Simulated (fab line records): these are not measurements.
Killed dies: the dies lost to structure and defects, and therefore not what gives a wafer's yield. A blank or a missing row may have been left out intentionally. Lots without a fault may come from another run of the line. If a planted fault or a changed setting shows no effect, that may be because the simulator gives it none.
Which tool was responsible? | flow gf180mcu | 12 lots (36 wafers sampled), 1 step of a 602-step route

## WHAT THE GAUGES READ, wafer by wafer
GF_STI_BOW_MEAS_00.
lot  | measured    | on           | INCOMING_BOW (um)
L075 | day 1 15:00 | filmMetro-02 | -5 6 -7
L077 | day 2 01:00 | filmMetro-01 | 1 -8 -4
L079 | day 2 11:00 | filmMetro-01 | -5 -7 -1
L081 | day 2 21:00 | filmMetro-02 | 11 -1 2
L083 | day 3 07:02 | filmMetro-04 | 7 -1 12
L085 | day 3 17:00 | filmMetro-01 | 8 -4 5
L087 | day 4 03:00 | filmMetro-01 | 0 -9 -3
L089 | day 4 13:01 | filmMetro-04 | -5 -7 8
L091 | day 4 23:01 | filmMetro-01 | -1 -3 11
L093 | day 5 09:00 | filmMetro-04 | -3 2 3
L095 | day 5 19:00 | filmMetro-02 | -4 7 1
L097 | day 6 05:01 | filmMetro-01 | 4 5 -3

## EACH LOT AND THE TOOL THAT RAN IT (in order: tool; ch and the chambers of the sampled wafers; start)
The record holds no process step before these readings.

## THE ANSWER, worked out from the rows above alone
Rule: what is usual is taken from the lots themselves. The widest of any qualifying gaps counts: lots, ordered by their means at a reading, are off when they make up no more than a third of the lots, leave a main group of 4 or more, and stand apart from it by 3 or more times the standard deviation of that group's means. The tables above print the reading to a certain number of digits; a main group whose means all agree to those digits is not used. Also off: a lot with no number at a reading for which 4 or more lots have one. All remaining lots with rows at the step are treated as sound.
No lot is off at any reading shown: from this, nothing can be told.

## WHAT HAD BEEN PUT IN BY THE SIMULATOR
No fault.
